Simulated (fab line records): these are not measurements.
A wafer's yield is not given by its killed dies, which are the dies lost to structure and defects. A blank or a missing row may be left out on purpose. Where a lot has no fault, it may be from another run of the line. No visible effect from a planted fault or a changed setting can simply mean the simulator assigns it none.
Chamber matching -- flow sky130 -- SKY_FIELD_ISO_ETCH_15 on rieDiel-04: 4 sister chambers
The step etches the open film in CHF3/O2, stops on Si, target depth 180 nm, time 72 s. 4 wafers are shown with their chamber, then 7 later ones without.

## WAFERS WITH THEIR CHAMBER
wafer,chamber,oesProductAu (a.u.)
L075.5,1,0.948
L089.4,0,0.941
L094.3,2,0.938
L094.4,3,0.942

## WAFERS MISSING THEIR CHAMBER
wafer,oesProductAu (a.u.)
L094.5,0.932
L095.1,0.946
L095.2,0.946
L095.3,0.931
L097.1,0.943
L097.3,0.947
L097.4,0.949

## CHAMBER TAKEN BY EACH
wafer,from the rows above,in truth
L094.5,can't be placed: 2 or 0 or 3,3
L095.1,can't be placed: 1 or 3 or 0 or 2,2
L095.2,can't be placed: 1 or 3 or 0 or 2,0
L095.3,can't be placed: 2 or 0 or 3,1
L097.1,can't be placed: 3 or 0 or 1 or 2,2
L097.3,can't be placed: 1 or 3 or 0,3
L097.4,can't be placed: 1 or 3 or 0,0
0 of 7 placed correctly. Not placeable from these rows: 7 (in 6, the candidates include the true chamber). Number placed wrongly: 0.
How it was worked out, from the rows above alone: a wafer's distance from a chamber is the root of the sum, over the readings, of the square of ((its reading less the chamber's mean) divided by the reading's scatter). If the next closest chamber is less than 2 further off than the closest, the wafer can't be placed; otherwise it belongs to the closest. A chamber's mean is the mean of its shown wafers. The scatter: with one shown wafer a chamber, the root of the mean of the squares of how far each hidden wafer lies from its nearest shown one.
